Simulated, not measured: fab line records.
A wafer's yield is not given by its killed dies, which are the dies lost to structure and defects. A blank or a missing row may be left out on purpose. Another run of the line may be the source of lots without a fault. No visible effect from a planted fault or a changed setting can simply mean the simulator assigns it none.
Split-lot trial | flow sfqLine | 5 lots, 21 wafers read, on a route of 325 steps

ABOUT THE SPLIT
At SFQ_TRILAYER_I3_DEP_PECVD_081 (deposits SiO2 from SiH4/N2O, time 111.11 s, target thk 500 nm), the setting timeS was moved away from the recipe's 111.11 s on 9 of the 21 wafers read, by -40.6% to +38.3%. All remaining wafers had this setting at the recipe value.

The reading is taken at the split's own step.

THE READING
SiO2_of_TRILAYER_I3_DEP_PECVD_081.thkNm (the simulator's own value, which no gauge read), in nm, at SFQ_TRILAYER_I3_DEP_PECVD_081 (deposits SiO2 from SiH4/N2O, time 111.11 s, target thk 500 nm). No usual value for it is given in the file. The 12 wafers here that ran the recipe average 499.5 nm, standard deviation 5.7 nm.

wafer  | tool, chamber at the split | timeS as run, s | against the recipe | SiO2_of_TRILAYER_I3_DEP_PECVD_081.thkNm, nm | against lot-mates on the recipe
L077.1 | pecvd-04, 1                | 111.11          | recipe             | 488.6                                       | -
L077.2 | pecvd-04, 2                | 66              | -40.6%             | 286.5                                       | -210.5
L077.3 | pecvd-04, 0                | 111.11          | recipe             | 496.5                                       | -
L077.4 | pecvd-04, 0                | 111.11          | recipe             | 506                                         | -
L077.5 | pecvd-04, 1                | 66              | -40.6%             | 298.3                                       | -198.7
L077.6 | pecvd-04, 2                | 66              | -40.6%             | 289.9                                       | -207.1
L078.1 | pecvd-03, 1                | 111.11          | recipe             | 506.5                                       | -
L078.2 | pecvd-03, 2                | 111.11          | recipe             | 498.2                                       | -
L078.6 | pecvd-03, 0                | 111.11          | recipe             | 505.8                                       | -
L079.1 | pecvd-02, 0                | 111.11          | recipe             | 502.3                                       | -
L079.2 | pecvd-02, 1                | 111.11          | recipe             | 491.6                                       | -
L079.3 | pecvd-02, 2                | 75.54           | -32.0%             | 332.9                                       | -163.9
L079.4 | pecvd-02, 0                | 75.54           | -32.0%             | 346.7                                       | -150.1
L079.5 | pecvd-02, 1                | 111.11          | recipe             | 496.6                                       | -
L079.6 | pecvd-02, 2                | 75.54           | -32.0%             | 336.1                                       | -160.7
L083.2 | pecvd-03, 2                | 111.11          | recipe             | 496.8                                       | -
L083.3 | pecvd-03, 0                | 78.78           | -29.1%             | 343.8                                       | -153.0
L083.6 | pecvd-03, 2                | 78.78           | -29.1%             | 355.9                                       | -140.9
L085.3 | pecvd-03, 2                | 111.11          | recipe             | 499.4                                       | -
L085.4 | pecvd-03, 1                | 153.7           | +38.3%             | 700                                         | +197.2
L085.5 | pecvd-03, 0                | 111.11          | recipe             | 506.2                                       | -

THE FIT
A straight line over all 21 wafers: SiO2_of_TRILAYER_I3_DEP_PECVD_081.thkNm changes by +5.13 nm for each +1% of timeS; r = +1.00; the points scatter about the line by 6 nm.
The same after taking each lot's own level away (the mean of its wafers on the recipe; 21 wafers): +5.05 nm for each +1%; r = +1.00; scatter 5.5 nm.
According to that fit, moving timeS by its largest amount changes the reading by 2.1e+02 nm.
The span of the lots' own levels, 496.80 to 503.50 nm, comes to 1.2 times the standard deviation stated above.
The two slopes agree, so the slope changes little with the lot-to-lot level.
Check: for one of the wafers moved furthest among these (-40.6%), held out of the fit, the line's prediction against its lot-mates is -203 nm. Against them it came out at -211 nm.

OTHER SPLITS ON THESE WAFERS
Note: prior to the reading, these wafers also went through further splits. Each is held against what the fit with the lots' levels taken away leaves over:
other split on the same wafers                   | wafers away from the commonest value | r with SiO2_of_TRILAYER_I3_DEP_PECVD_081.thkNm (lot level and that fit taken away)
SFQ_TRILAYER_L0_BARC_OPEN_METAL_ETCH_010 timeS   | 8                                    | +0.13
SFQ_TRILAYER_M0_ETCH_METAL_ETCH_024 timeS        | 5                                    | -0.03
SFQ_TRILAYER_M1_ETCH_METAL_ETCH_042 timeS        | 4                                    | -0.19
SFQ_TRILAYER_I1_VIA_BARC_OPEN_VIA_ETCH_071 timeS | 8                                    | -0.48
SFQ_TRILAYER_I2_DEP_PECVD_063 timeS              | 10                                   | -0.01

THE WHOLE CHAIN: every reading that the file lists as answering this split, in the file's order
step                          | what it does                                                  | reading                                                                                  | change (the file's fit)              | r (the file's)
SFQ_TRILAYER_I3_DEP_PECVD_081 | deposits SiO2 from SiH4/N2O, time 111.11 s, target thk 500 nm | SiO2_of_TRILAYER_I3_DEP_PECVD_081.thkNm (the simulator's own value, which no gauge read) | +5.04 nm for each +1% of the setting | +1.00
SFQ_TRILAYER_I3_CMP_CMP_082   | polishes SiO2                                                 | timeToEndpointS                                                                          | withheld for each +1% of the setting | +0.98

FILE'S OWN FIT
SiO2_of_TRILAYER_I3_DEP_PECVD_081.thkNm changes by +5.04 nm for each +1% of timeS, r = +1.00.
